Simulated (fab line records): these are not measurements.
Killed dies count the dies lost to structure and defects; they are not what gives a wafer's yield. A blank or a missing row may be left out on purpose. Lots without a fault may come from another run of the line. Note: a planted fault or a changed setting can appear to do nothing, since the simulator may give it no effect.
A struck lot beside a sound one ; flow sky130 ; 14 steps out of a route of 708
Sound: these wafers, L682.2, L682.4, L682.5. Wafers struck: L676.1, L676.3, L676.6. At the end, the cause is stated.
Per side, at each step with rows, come the tool, then ch with its chambers, and then its first start. Under that, the readings that differ: sound wafers ; struck wafers ; difference of the means ; sigmas: that difference in standard deviations of wafers without a fault.
alike: a reading whose means differ by less than 2 such deviations, as well as words and numbers matching on both sides. not compared: withheld readings; readings where some wafer has no value; bounds like >300 that might hide an equal value; numbers whose values overlap and for which the record gives no deviation.
A row with sigmas, a row that says differs or no value, or rows on one side alone: a step with any of these is where the two part. Numbers that have no deviation but don't overlap get no sigmas and don't part them. A reading missing from all wafers of one side parts the sides only when that side holds two or more wafers.

first, 2 steps without rows for these wafers: SKY_POLY_CUT_PEB_06; SKY_POLY_CUT_DEVELOP_07 (develop time 60 s).
SKY_POLY_CUT_CD_MEAS_08: target cd 270 nm.
  struck on cd sem-02, day 27 12:13; sound on cd sem-02, day 29 15:35
  alike: cd nm
SKY_POLY_CUT_OVL_MEAS_09:
  struck on overlay-02, day 27 12:20; sound on overlay-01, day 29 15:41
  alike: POLY_CUT_OVL
SKY_POLY_CUT_ETCH_10: etches BARC in N2/H2, stops on SiO2, time 45.9 s, target depth 60 nm.
  sound on rie diel-01 ch 0,1,3, day 29 15:43; struck on rie diel-01 ch 0,1,2, day 27 12:22
  alike: drypump motor current A, oes product au, throttle valve pct
  not compared: rf hours counter h
SKY_POLY_CUT_ETCH_11: etches Si3N4 in CF4/CH2F2/Ar, stops on poly-Si, time 42.5 s, target depth 60 nm.
  sound on rie diel-01 ch 0,1,3, day 29 15:45; struck on rie diel-01 ch 0,1,2, day 27 12:25
  alike: drypump motor current A, oes product au, throttle valve pct
  not compared: rf hours counter h
SKY_POLY_CUT_STRIP_12: strips in O2/N2.
  sound on plasma asher-01 ch 0,1, day 29 15:47; struck on plasma asher-03 ch 0,1, day 27 12:28
  alike: drypump motor current A, oes product au, strip time to endpoint s
  not compared: rf hours counter h
then, 5 steps without rows for these wafers: SKY_SD_P_DEHYDRATE_00 (time 60 s); SKY_SD_P_HMDS_01 (prime time 60 s); SKY_SD_P_COAT_02 (resist thk 1140 nm); SKY_SD_P_SOFTBAKE_03 (time 60 s); SKY_SD_P_EXPOSE_04 (exposes mask PSDM, target cd 380 nm).
SKY_SD_P_PEB_05:
  struck on litho track-04, day 28 16:20; sound on litho track-03 ch 0, day 30 19:17
reading;sound;struck;difference;sigmas
exhaust pa (Pa);45.2 44.5 45.0;- - -;no value on the struck wafers;
  not compared: chill plate temp C
then, 1 step without rows for these wafers: SKY_SD_P_DEVELOP_06 (develop time 60 s).

WHERE THEY PART
SKY_SD_P_PEB_05 only, going by this record.

WHY: whatever the simulator had introduced
Skipped step whole: litho track-04, from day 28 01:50 on, at SKY_SD_P_PEB_05. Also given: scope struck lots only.
